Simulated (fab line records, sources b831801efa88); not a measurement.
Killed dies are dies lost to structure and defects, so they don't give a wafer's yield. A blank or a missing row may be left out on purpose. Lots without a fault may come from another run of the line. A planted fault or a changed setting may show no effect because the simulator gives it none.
Which tool did it? | flow gf180mcu | 6 lots, 18 wafers sampled, at 3 steps of a route of 602

WHAT THE GAUGES READ, wafer by wafer
GF_PSD_RS_MEAS_14: measures by four-point-probe.
lot  | measured     | on            | NSD_RS (ohm/sq)
L740 | day 15 15:34 | film_metro-01 | 46.18 46.26 46.19
L749 | day 18 20:19 | film_metro-01 | 46.75 46.69 46.70
L752 | day 19 18:23 | film_metro-04 | 46.24 46.14 46.13
L755 | day 20 21:28 | film_metro-04 | 46.16 46.12 46.26
L757 | day 21 17:49 | film_metro-03 | 46.15 46.14 46.15
L759 | day 22 08:11 | film_metro-01 | 45.91 46.04 46.07

WHICH TOOL RAN EACH LOT (tool, then ch and the chambers of the sampled wafers, then the start)
lot  | GF_NSD_IMPLANT_09               | GF_NSD_STRIP_11
L740 | implanter-01 ch 0, day 14 18:16 | plasma_asher-03 ch 0,1, day 14 18:32
L749 | implanter-01 ch 0, day 17 20:26 | plasma_asher-04 ch 0,1, day 17 20:43
L752 | implanter-04 ch 0, day 18 17:10 | plasma_asher-03 ch 0,1, day 18 17:26
L755 | implanter-04 ch 0, day 19 19:56 | plasma_asher-04 ch 0,1, day 19 20:14
L757 | implanter-03 ch 0, day 20 17:04 | plasma_asher-04 ch 0,1, day 20 17:20
L759 | implanter-01 ch 0, day 21 07:47 | plasma_asher-02 ch 0,1, day 21 08:05
- GF_NSD_IMPLANT_09
- GF_NSD_STRIP_11: strips in O2/N2.

THE ANSWER, worked out from the rows above alone
Rule: what is usual is taken from the lots themselves. Put in order of their means at a reading, lots are off if they are a third of the lots or fewer, leave a main group of 4 or more, and stand apart from it by a gap of 3 or more times the standard deviation of the main group's means; of several such gaps the widest counts. A main group whose means are all the same, to the digits that the tables above print for the reading, isn't used. A lot without any number at a reading at which 4 lots or more have one is off too. The other lots that the step has rows for count as sound.
Off: L749, at GF_PSD_RS_MEAS_14 (NSD_RS). The main group: mean 46.14 ohm/sq, standard deviation 0.071.
A tool fits if, at a process step before that reading, it ran every lot that is off, and no sound lot after the first of them. The gauges at GF_PSD_RS_MEAS_14 are tried like those tools. None of those tried fits.

WHAT THE SIMULATOR HAD PUT IN
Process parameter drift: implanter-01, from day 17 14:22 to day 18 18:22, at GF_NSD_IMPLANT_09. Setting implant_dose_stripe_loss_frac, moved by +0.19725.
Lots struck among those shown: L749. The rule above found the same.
